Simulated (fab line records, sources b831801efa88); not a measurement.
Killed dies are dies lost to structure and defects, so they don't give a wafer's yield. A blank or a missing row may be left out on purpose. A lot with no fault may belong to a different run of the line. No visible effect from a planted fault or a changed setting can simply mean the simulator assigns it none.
One fault seen from 2 desks ; flow gf180mcu ; each desk has only its own numbers; what lay behind them comes last

## FOR THE TOOL OWNER'S DESK: implanter-03
For each lot that ran on this tool, the mean over its sampled wafers that have a number, from the tool's own readings at GF_HV_LDD_IMPLANT_36. If a lot's mean is further than 4 standard deviations from the usual mean, the lot is out of limits and carries the mark OUT (the distance appears in the brackets).
Columns: A = dose_ions_cm2 at GF_HV_LDD_IMPLANT_36, usual 7.501e+12; B = faraday_current_uA at GF_HV_LDD_IMPLANT_36, usual 42.4
lot;first seen here;A;B
L215;day 14 20:43;4.810e+12 (-99 or more) OUT;27.3 (-19) OUT
L217;day 15 15:58;4.801e+12 (-99 or more) OUT;27.5 (-19) OUT
L228;day 19 08:47;7.502e+12;42.7
This desk's verdict: out of limits on L215, L217, starting with L215 at day 14 20:43 (dose_ions_cm2 at GF_HV_LDD_IMPLANT_36). Within limits: L228.

## AT THE METROLOGY DESK
What the gauges read for every lot (on any tool): the sampled wafers with a number, averaged. If a lot's mean is further than 4 standard deviations from the usual mean, the lot is out of limits and carries the mark OUT (the distance appears in the brackets).
Columns: A = HV_LDD_3_TW at GF_HV_LDD_TW_MEAS_38, usual 1433; B = HV_LDD_RS at GF_HV_LDD_RS_MEAS_53, usual 418.1 ohm/sq; C = PSD_TW at GF_PSD_TW_MEAS_11, usual 3165; D = M1_ALCU_RS at GF_M1_RS_MEAS_05, usual 0.0695 ohm/sq
lot;first seen here;A;B;C;D
L205;day 11 21:31;1447;417.2;3132;0.0700
L209;day 12 23:25;1449;419.3;3193;0.0696
L212;day 13 18:07;1420;417.9;3178;0.0690
L215;day 14 20:58;1397;425.5 (+8.0) OUT;3157;0.0698
L216;day 15 07:16;1428;418.1;3188;0.0693
L217;day 15 16:13;1380 (-4.8) OUT;425.1 (+7.5) OUT;3182;0.0689
L219;day 16 18:40;1438;418.6;3153;0.0688
L223;day 17 21:46;1444;418.7;3163;0.0693
L224;day 18 03:34;1420;418.0;3192;0.0711
L226;day 18 08:15;1414;417.5;3198;0.0690
L227;day 19 01:31;1421;417.0;3167;0.0695
L228;day 19 09:01;1442;418.4;3174;0.0693
Finding of this desk: L215, L217 out of limits, first seen on L217 at day 15 16:13 (HV_LDD_3_TW at GF_HV_LDD_TW_MEAS_38). Within limits: L205, L209, L212, L216, L219, L223, L224, L226, L227, L228.

## TAKEN TOGETHER
The tool owner's desk had the chance to raise an alarm at day 14 20:43 on L215, L217.
The metrology desk could have raised an alarm at day 15 16:13, on L215, L217.
Of the lots named, all ran GF_HV_LDD_IMPLANT_36 on implanter-03.

## WHAT THE SIMULATOR PUT IN
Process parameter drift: implanter-03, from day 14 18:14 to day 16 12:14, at GF_HV_LDD_IMPLANT_36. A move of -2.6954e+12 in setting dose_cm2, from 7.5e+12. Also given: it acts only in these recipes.
Shown lots that were struck: L215, L217.
Time in hours from fault onset to the first out-of-limits reading at each desk: tool owner's desk 2, metrology desk 22.
